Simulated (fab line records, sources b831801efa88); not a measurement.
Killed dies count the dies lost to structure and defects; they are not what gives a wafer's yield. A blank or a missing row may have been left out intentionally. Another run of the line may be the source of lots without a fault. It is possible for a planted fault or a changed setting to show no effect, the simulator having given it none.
Which tool did it?    flow sky130    33 wafers from 11 lots sampled at 2 of the route's 708 steps

== WHAT EACH GAUGE READ, for each wafer ==
SKY_VIA2_RS_MEAS_22: a four-point-probe measurement.
lot   measured      on             VIA2_W_RS (ohm/sq)
L242  day 36 20:23  film metro-04  0.262 0.265 0.262
L246  day 37 18:36  film metro-04  0.280 0.278 0.276
L247  day 38 04:31  film metro-01  0.266 0.268 0.268
L248  day 38 09:08  film metro-01  0.265 0.266 0.267
L249  day 38 16:26  film metro-02  0.268 0.266 0.268
L251  day 39 10:53  film metro-04  0.274 0.279 0.281
L256  day 41 11:07  film metro-01  0.277 0.282 0.277
L259  day 42 12:10  film metro-02  0.275 0.278 0.281
L260  day 42 14:22  film metro-04  0.276 0.272 0.280
L261  day 42 14:53  film metro-02  0.264 0.266 0.264
L262  day 42 15:23  film metro-04  0.276 0.272 0.278

== EACH LOT AND THE TOOL THAT RAN IT (in order: tool; ch and the chambers of the sampled wafers; start) ==
lot   SKY_METAL2_STRIP_20
L242  plasma asher-03 ch 0,1, day 35 15:48
L246  plasma asher-01 ch 1, day 36 13:37
L247  plasma asher-03 ch 0,1, day 36 23:39
L248  plasma asher-03 ch 0,1, day 37 04:31
L249  plasma asher-04 ch 0,1, day 37 11:55
L251  plasma asher-03 ch 0,1, day 38 07:09
L256  plasma asher-01 ch 0,1, day 40 09:04
L259  plasma asher-03 ch 1, day 41 09:55
L260  plasma asher-04 ch 0,1, day 41 12:13
L261  plasma asher-04 ch 0,1, day 41 12:50
L262  plasma asher-03 ch 0,1, day 41 13:21
- SKY_METAL2_STRIP_20: strips in O2/N2.

== THE ANSWER, worked out from the rows above alone ==
Rule: the lots themselves supply what counts as usual. The widest of any qualifying gaps counts: lots, ordered by their means at a reading, are off when they make up no more than a third of the lots, leave a main group of 4 or more, and stand apart from it by 3 or more times the standard deviation of that group's means. Not used: any main group whose means are identical at the precision the tables above print for the reading. A lot without any number at a reading at which 4 lots or more have one is off too. The other lots that the step has rows for count as sound.
Nothing can be told from this: no lot is off at any reading shown.

== WHAT THE SIMULATOR HAD INSERTED ==
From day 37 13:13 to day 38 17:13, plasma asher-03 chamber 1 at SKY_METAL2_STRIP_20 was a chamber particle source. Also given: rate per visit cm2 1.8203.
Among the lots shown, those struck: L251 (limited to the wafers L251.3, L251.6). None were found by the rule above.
